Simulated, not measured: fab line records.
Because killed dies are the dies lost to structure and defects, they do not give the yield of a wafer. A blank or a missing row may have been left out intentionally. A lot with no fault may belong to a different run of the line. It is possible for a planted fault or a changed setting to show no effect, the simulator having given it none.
fab line records	flow gf180mcu
record: lots: 15	wafers: 45	last_day: 34
route steps=602 shown V1@360 M2@362 V2@382
lots that met no fault: from a run of the same line without faults
start_h: hours from the record's first day to the start of the lot's first wafer shown	wait_h: time in hours since the lot's previous step	" unchanged from the row above	L1.1+2: a single row standing in for several wafers	- no value, or no start was given	* or withheld: withheld	< > ~ a bound
route shown NAME@n: NAME is a module with steps in the file, n the number in the route of the first one	usual: mean and standard deviation over wafers with no fault	same: alike in all rows	chamber/n: place in a boat	sites: readings site by site	_std_site: how widely they spread, as a standard deviation	_edge_site: mean of outer sites minus mean of inner sites	radius_mm: how far each site lies from the wafer's centre	mask NAME#n: copy n	behind: the last tool/chamber to shape the wafer	hold: why the lot went on hold/how many hours it stayed there/how the hold came to an end	device: the n, p or np transistor that did not switch	end of line: the route-end tests of the same wafers	a step given without rows: its recipe and nothing more	killed: count of dies lost to structure and defects at first sort (not the wafer's yield)	map: a wafer's dies, x killed, . not, _ none there
set.NAME: setting as actually run; set.NAME@STEP: the setting as run at that earlier step	model.NAME: the simulator's own value behind a step, which no gauge read
a sample of lots followed through the steps of the route, with each step as a table and each wafer as a row
services: a tool's chamber out of use, with start hour (start_h, from the record's first day; less than 0 if before it), hours out, and reason
== steps ==
step: GF_V1_THK_MEAS_25
recipe: thk_meas_gauge: xrf	reads: W_of_V1_CVD_23
usual: V1_W_THK: 361/5.6
lot.wafer	tool	chamber	start_h	wait_h	V1_W_THK[nm]
L816.1	film_metro-02	-	410.95	0.1	360
L816.3	"	-	"	"	361
L816.5	"	-	"	"	358
L817.2	film_metro-02	-	418.81	0.1	355
L817.4	"	-	"	"	360
L817.6	"	-	"	"	351
L818.2	film_metro-03	-	429.74	0.1	363
L818.5	"	-	"	"	361
L818.6	"	-	"	"	363
L819.3	film_metro-04	-	438.31	0.1	364
L819.4	"	-	"	"	356
L819.6	"	-	"	"	367
L820.4	film_metro-04	-	449.62	0.1	347
L820.5	"	-	"	"	352
L820.6	"	-	"	"	359
L821.4	film_metro-02	-	456.84	0.1	354
L821.5	"	-	"	"	351
L821.6	"	-	"	"	358
L823.1	film_metro-03	-	480.30	0.1	360
L823.2	"	-	"	"	360
L823.6	"	-	"	"	357
L825.1	film_metro-03	-	500.85	0.1	361
L825.2	"	-	"	"	355
L825.4	"	-	"	"	359
L826.1	film_metro-03	-	504.40	0.1	366
L826.2	"	-	"	"	369
L826.5	"	-	"	"	367
L827.1	film_metro-02	-	519.94	0.1	353
L827.4	"	-	"	"	354
L827.5	"	-	"	"	357
L828.2	film_metro-02	-	529.81	0.1	362
L828.4	"	-	"	"	361
L828.5	"	-	"	"	362
L829.2	film_metro-03	-	535.38	0.1	358
L829.4	"	-	"	"	358
L829.5	"	-	"	"	353
L835.1	film_metro-02	-	579.85	0.1	361
L835.4	"	-	"	"	357
L835.6	"	-	"	"	365
L836.2	film_metro-03	-	588.17	0.1	360
L836.4	"	-	"	"	356
L836.5	"	-	"	"	359
L837.1	film_metro-04	-	594.99	0.1	363
L837.2	"	-	"	"	356
L837.5	"	-	"	"	355
step: GF_M2_SPUTTER_00
recipe: material: Ti	target_thk_nm: 37.5	arriving_ion_energy_ev: 80	substrate_temp_c: 200	chamber_pressure_pa: 2	power_w: 4000	time_s: 150
usual: cathode_dc_power_W: 4000.0/0.69	throttle_valve_pct: 30.0/0.87
lot.wafer	tool	chamber	start_h	wait_h	cathode_dc_power_W	throttle_valve_pct
L816.1	pvd_sputter-02	-	411.31	0.1	3999.8	30.8
L816.3	"	-	"	"	4001.0	28.7
L816.5	"	-	"	"	4000.3	29.8
L817.2	pvd_sputter-03	-	419.16	0.1	4000.2	30.1
L817.4	"	-	"	"	4000.4	28.6
L817.6	"	-	"	"	4000.6	30.0
L818.2	pvd_sputter-04	-	430.09	0.1	3999.4	30.0
L818.5	"	-	"	"	4000.4	29.8
L818.6	"	-	"	"	3998.9	30.5
L819.3	pvd_sputter-03	-	438.65	0.2	4000.3	29.7
L819.4	"	-	"	"	4001.0	31.0
L819.6	"	-	"	"	3999.8	31.6
L820.4	pvd_sputter-02	-	450.03	0.2	3999.9	29.2
L820.5	"	-	"	"	3999.6	31.3
L820.6	"	-	"	"	4000.7	29.3
L821.4	pvd_sputter-02	-	457.17	0.2	4000.2	28.8
L821.5	"	-	"	"	4000.9	29.0
L821.6	"	-	"	"	4000.4	28.5
L823.1	pvd_sputter-02	-	480.66	0.2	3999.7	29.2
L823.2	"	-	"	"	4000.2	28.9
L823.6	"	-	"	"	3999.7	29.7
L825.1	pvd_sputter-04	-	501.21	0.1	3999.5	30.7
L825.2	"	-	"	"	4000.2	30.5
L825.4	"	-	"	"	3999.8	30.1
L826.1	pvd_sputter-03	-	504.76	0.1	4000.3	28.8
L826.2	"	-	"	"	3999.5	29.8
L826.5	"	-	"	"	4001.1	30.0
L827.1	pvd_sputter-02	-	520.30	0.2	4000.2	29.6
L827.4	"	-	"	"	3999.9	31.0
L827.5	"	-	"	"	3999.2	31.3
L828.2	pvd_sputter-02	-	530.16	0.2	4000.0	28.7
L828.4	"	-	"	"	3999.0	31.4
L828.5	"	-	"	"	3998.5	29.0
L829.2	pvd_sputter-03	-	535.73	0.2	4000.0	28.9
L829.4	"	-	"	"	4000.6	28.5
L829.5	"	-	"	"	3999.8	31.5
L835.1	pvd_sputter-04	-	580.21	0.2	4000.3	30.4
L835.4	"	-	"	"	3999.5	30.4
L835.6	"	-	"	"	3999.6	30.2
L836.2	pvd_sputter-04	-	588.53	0.1	4000.1	30.2
L836.4	"	-	"	"	3999.3	29.9
L836.5	"	-	"	"	4001.0	29.5
L837.1	pvd_sputter-03	-	595.35	0.2	3999.6	29.8
L837.2	"	-	"	"	4000.3	31.6
L837.5	"	-	"	"	4000.4	30.2
step: GF_M2_SPUTTER_01
recipe: material: TiN	target_thk_nm: 30	power_w: 6500	time_s: 25	chamber_pressure_pa: 0.4
usual: cathode_dc_power_W: 6500.0/1.2	throttle_valve_pct: 30.0/0.88
lot.wafer	tool	chamber	start_h	wait_h	cathode_dc_power_W	throttle_valve_pct
L816.1	pvd_sputter-02	-	411.41	0.1	6499.7	31.1
L816.3	"	-	"	"	6499.8	29.4
L816.5	"	-	"	"	6499.3	29.9
L817.2	pvd_sputter-03	-	419.26	0.1	6500.5	29.7
L817.4	"	-	"	"	6499.1	28.7
L817.6	"	-	"	"	6501.0	29.7
L818.2	pvd_sputter-04	-	430.19	0.1	6500.3	30.0
L818.5	"	-	"	"	6498.8	29.8
L818.6	"	-	"	"	6500.4	30.2
L819.3	pvd_sputter-03	-	438.75	0.1	6500.1	29.7
L819.4	"	-	"	"	6500.0	31.7
L819.6	"	-	"	"	6498.3	31.5
L820.4	pvd_sputter-02	-	450.13	0.1	6498.8	29.0
L820.5	"	-	"	"	6502.0	31.3
L820.6	"	-	"	"	6500.3	29.1
L821.4	pvd_sputter-02	-	457.27	0.1	6500.4	28.8
L821.5	"	-	"	"	6500.1	29.1
L821.6	"	-	"	"	6498.3	28.7
L823.1	pvd_sputter-02	-	480.76	0.1	6498.6	29.1
L823.2	"	-	"	"	6498.5	28.9
L823.6	"	-	"	"	6499.8	29.6
L825.1	pvd_sputter-04	-	501.31	0.1	6501.3	30.7
L825.2	"	-	"	"	6499.3	30.2
L825.4	"	-	"	"	6500.0	30.6
L826.1	pvd_sputter-03	-	504.86	0.1	6499.7	28.8
L826.2	"	-	"	"	6498.7	29.8
L826.5	"	-	"	"	6499.2	29.7
L827.1	pvd_sputter-02	-	520.40	0.1	6499.1	29.9
L827.4	"	-	"	"	6502.1	31.3
L827.5	"	-	"	"	6501.4	31.0
L828.2	pvd_sputter-02	-	530.26	0.1	6500.5	28.9
L828.4	"	-	"	"	6499.9	31.0
L828.5	"	-	"	"	6500.6	29.2
L829.2	pvd_sputter-03	-	535.83	0.1	6500.9	28.8
L829.4	"	-	"	"	6499.0	28.8
L829.5	"	-	"	"	6500.8	31.2
L835.1	pvd_sputter-04	-	580.31	0.1	6501.1	30.5
L835.4	"	-	"	"	6499.4	30.8
L835.6	"	-	"	"	6499.9	30.4
L836.2	pvd_sputter-04	-	588.63	0.1	6498.8	30.5
L836.4	"	-	"	"	6501.1	29.9
L836.5	"	-	"	"	6501.8	29.9
L837.1	pvd_sputter-03	-	595.45	0.1	6500.2	30.0
L837.2	"	-	"	"	6499.6	31.8
L837.5	"	-	"	"	6499.8	29.9
step: GF_V2_CVD_00
recipe: material: SiO2	target_thk_nm: 600	sigma_open_frac: 0.3	temp_c: 400	time_s: 100	sih4_flow_sccm: 60	pressure_mtorr: 6
usual: pressure_mtorr: 5.999/0.012	run_length_s: 128.0/0.65
lot.wafer	tool	chamber	start_h	wait_h	pressure_mtorr	run_length_s
L816.1	hdpcvd-01	0	436.05	0.0	5.989	127.6
L816.3	"	2	"	"	5.981	128.5
L816.5	"	0	"	"	6.005	128.0
L817.2	hdpcvd-02	0	444.69	0.0	6.003	127.8
L817.4	"	2	"	"	6.008	129.5
L817.6	"	0	"	"	5.989	127.8
L818.2	hdpcvd-02	1	455.49	0.0	5.989	128.8
L818.5	"	2	"	"	6.020	128.5
L818.6	"	0	"	"	6.015	128.3
L819.3	hdpcvd-01	2	464.56	0.0	6.001	127.6
L819.4	"	0	"	"	5.999	128.1
L819.6	"	2	"	"	6.000	128.4
L820.4	hdpcvd-01	0	475.46	0.0	5.987	127.7
L820.5	"	2	"	"	6.006	127.5
L820.6	"	1	"	"	6.001	127.3
L821.4	hdpcvd-01	0	482.42	0.0	6.021	128.4
L821.5	"	1	"	"	6.003	127.3
L821.6	"	2	"	"	5.989	127.6
L823.1	hdpcvd-02	2	505.22	0.0	5.986	128.7
L823.2	"	0	"	"	6.010	127.3
L823.6	"	0	"	"	5.999	127.7
L825.1	hdpcvd-01	0	525.77	0.0	5.980	128.1
L825.2	"	1	"	"	6.005	127.4
L825.4	"	0	"	"	5.988	128.4
L826.1	hdpcvd-01	0	528.76	0.0	6.012	127.7
L826.2	"	2	"	"	5.982	128.0
L826.5	"	1	"	"	5.985	127.2
L827.1	hdpcvd-01	2	544.16	0.0	5.995	128.1
L827.4	"	0	"	"	6.000	127.8
L827.5	"	2	"	"	5.994	127.5
L828.2	hdpcvd-01	1	553.61	0.0	5.999	127.2
L828.4	"	0	"	"	5.982	127.9
L828.5	"	1	"	"	5.985	127.1
L829.2	hdpcvd-01	1	558.96	0.0	6.008	126.9
L829.4	"	2	"	"	5.984	127.9
L829.5	"	1	"	"	5.991	127.3
L835.1	hdpcvd-01	2	601.83	0.0	-	-
L835.4	"	0	"	"	-	-
L835.6	"	2	"	"	-	-
L836.2	hdpcvd-01	1	610.79	0.0	-	-
L836.4	"	2	"	"	-	-
L836.5	"	0	"	"	-	-
L837.1	hdpcvd-01	2	616.71	0.0	-	-
L837.2	"	1	"	"	-	-
L837.5	"	0	"	"	-	-
step: GF_V2_BOW_MEAS_05
recipe: mode: bow
usual: V2_BOW: 102/8.1
lot.wafer	tool	chamber	start_h	wait_h	V2_BOW[um]
L816.1	film_metro-04	-	436.62	0.2	84
L816.3	"	-	"	"	99
L816.5	"	-	"	"	91
L817.2	film_metro-01	-	445.27	0.2	104
L817.4	"	-	"	"	101
L817.6	"	-	"	"	102
L818.2	film_metro-01	-	456.07	0.2	120
L818.5	"	-	"	"	109
L818.6	"	-	"	"	106
L819.3	film_metro-04	-	465.16	0.3	97
L819.4	"	-	"	"	100
L819.6	"	-	"	"	99
L820.4	film_metro-03	-	476.05	0.2	113
L820.5	"	-	"	"	104
L820.6	"	-	"	"	109
L821.4	film_metro-04	-	483.01	0.3	93
L821.5	"	-	"	"	100
L821.6	"	-	"	"	101
L823.1	film_metro-03	-	505.78	0.1	107
L823.2	"	-	"	"	109
L823.6	"	-	"	"	102
L825.1	film_metro-01	-	526.34	0.2	103
L825.2	"	-	"	"	99
L825.4	"	-	"	"	104
L826.1	film_metro-04	-	529.32	0.2	108
L826.2	"	-	"	"	108
L826.5	"	-	"	"	111
L827.1	film_metro-03	-	544.72	0.1	102
L827.4	"	-	"	"	88
L827.5	"	-	"	"	85
L828.2	film_metro-03	-	554.19	0.3	111
L828.4	"	-	"	"	103
L828.5	"	-	"	"	103
L829.2	film_metro-01	-	559.54	0.1	107
L829.4	"	-	"	"	104
L829.5	"	-	"	"	96
L835.1	film_metro-04	-	602.39	0.2	71
L835.4	"	-	"	"	77
L835.6	"	-	"	"	72
L836.2	film_metro-01	-	611.37	0.2	69
L836.4	"	-	"	"	91
L836.5	"	-	"	"	77
L837.1	film_metro-01	-	617.27	0.1	59
L837.2	"	-	"	"	69
L837.5	"	-	"	"	60
== services ==
tool	chamber	start_h	hours	kind
pvd_sputter-03	-	392.85	3.2	repair
hdpcvd-01	-	402.33	14.6	pm
hdpcvd-01	0	419.48	12.2	repair
pvd_sputter-04	3	428.62	-	consumable_replace:kit
pvd_sputter-04	3	428.62	18.0	scheduled_down
pvd_sputter-04	3	428.62	18.0	vent_cycle
pvd_sputter-02	-	430.22	10.0	repair
pvd_sputter-04	-	439.95	5.2	repair
pvd_sputter-03	1	523.42	-	consumable_replace:kit
pvd_sputter-03	1	523.42	18.0	scheduled_down
pvd_sputter-03	1	523.42	18.0	vent_cycle
hdpcvd-02	-	539.25	15.0	pm
hdpcvd-02	0	539.25	15.0	vent_cycle
hdpcvd-02	1	539.25	15.0	vent_cycle
hdpcvd-02	2	539.25	15.0	vent_cycle
hdpcvd-02	0	554.25	-	clean
hdpcvd-02	1	554.25	-	clean
hdpcvd-02	2	554.25	-	clean
hdpcvd-01	1	572.88	10.5	repair
pvd_sputter-02	2	611.80	-	consumable_replace:kit
pvd_sputter-02	2	611.80	18.0	scheduled_down
pvd_sputter-02	2	611.80	18.0	vent_cycle
== key ==
first_sign: step: GF_V2_CVD_00	reading: tool_record	direction: missing
effect: step: GF_V2_BOW_MEAS_05	reading: V2_BOW	direction: down	sigmas: 3.7	usual: 102	struck: 72
met_at GF_V2_CVD_00
struck_lots L835,L836,L837
later_rows_left_out L835.1,L835.4,L835.6,L836.2,L836.4,L836.5,L837.1,L837.2,L837.5
sort_left_out L835.1,L835.4,L835.6,L836.2,L836.4,L836.5,L837.1,L837.2,L837.5
loop_trim: step: GF_V1_EXPOSE_11	setting: dose	lots: L835,L836,L837
not_acting_at GF_V1_THK_MEAS_25,GF_M2_SPUTTER_00,GF_M2_SPUTTER_01
onset_between 558.96 601.83
fault: kind: skipped_step_whole	tool: hdpcvd-01	chamber: -	onset_h: 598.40	steps: GF_V2_CVD_00	scope: struck_lots_only
sort_left_out: the simulated sort isn't trusted on such a fault, so these wafers' sort isn't shown, and their yield isn't known
later_rows_left_out: the simulator's readings of these wafers behind a module that went badly wrong aren't trusted and aren't shown, but for the sort
loop_trim: a control loop set the setting to another value than it would have without faults
